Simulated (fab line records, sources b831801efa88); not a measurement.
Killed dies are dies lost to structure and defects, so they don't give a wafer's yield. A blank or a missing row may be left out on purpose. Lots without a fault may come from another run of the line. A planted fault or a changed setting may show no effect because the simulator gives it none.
Problem report in the 8D (eight disciplines) form, filled by code | flow gf180mcu | the parts of the form that need people (team, actions taken, sign-off) are left out

1. THE PROBLEM
run_length_s at GF_STI_WET_ETCH_26 reads a mean of 156 s on 6 wafers of 2 lots; wafers without a fault read 216 s with a standard deviation of 3.2. That is -19 standard deviations from the usual mean.
The step: etches SiO2 in dHF, target depth 94 nm, time 188 s.
First seen on wafer L615.2, day 5 09:20, on wet_bench-04. The record holds 42 wafers of 14 lots with a number at this step. Rule for "out", or "out of limits": more than 4 standard deviations from the usual mean. The other wafers with a number count as sound.

2. WHAT IT IS AND WHAT IT IS NOT
question                    | is                     | is not
which readings at this step | run_length_s           | bath_heat_duty_pct, temp_c
which lots                  | L615, L619             | L602, L603, L604, L606, L609, L610, L611, L612, L613, L614, L616, L617
which wafers of those lots  | all that have a number | -
read on which tools         | wet_bench-04           | wet_bench-02, wet_bench-03
when                        | from day 5 09:20       | up to then (30 sound wafers); but 6 sound wafers of L616, L617 came after

3. SUSPECTS, AND WHAT RULES EACH OUT
Counting: a tool at a process step up to the reading stays a suspect if it ran every lot that is out and no sound lot after the first of them.
- wet_bench-04 at GF_STI_WET_ETCH_26 (etches SiO2 in dHF, target depth 94 nm, time 188 s): kept. It ran every lot that is out, first L615 (day 5 09:20), and no sound lot after that; its last sound lot up to then is L613 (day 5 04:07). Its own readings are out on those wafers: run_length_s.
Left after counting: wet_bench-04 at GF_STI_WET_ETCH_26.

4. THE CAUSE (what the simulator had put in)
Process parameter drift: wet_bench-04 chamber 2, from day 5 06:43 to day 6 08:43, at GF_STI_WET_ETCH_26. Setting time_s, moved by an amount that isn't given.
Counting left only this tool.

5. THE CHAIN OF EFFECTS, in route order
Each row: a reading whose mean over the struck wafers that have a number lies more than 3 standard deviations from the usual. Only readings for which the record gives a usual standard deviation are gone through. hours: the time from each lot's start at the first step in this table that gives one to its start at this step, as a median over the lots. sigmas: the change in usual standard deviations.
hours | step               | reading      | usual | on struck wafers | change | sigmas
0     | GF_STI_WET_ETCH_26 | run_length_s | 216 s | 156              | -60    | -19
The process steps in it:
- GF_STI_WET_ETCH_26: etches SiO2 in dHF, target depth 94 nm, time 188 s.
Later measuring or inspecting steps at which every struck wafer that the step has a row for has a number for every such reading, and none has moved that far: GF_VT_IMPLANT_OVL_MEAS_18.

6. WHAT WOULD HAVE CAUGHT IT SOONER
In this record the first reading out of limits was taken at day 5 09:20, 3 hours after the fault began at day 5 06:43.
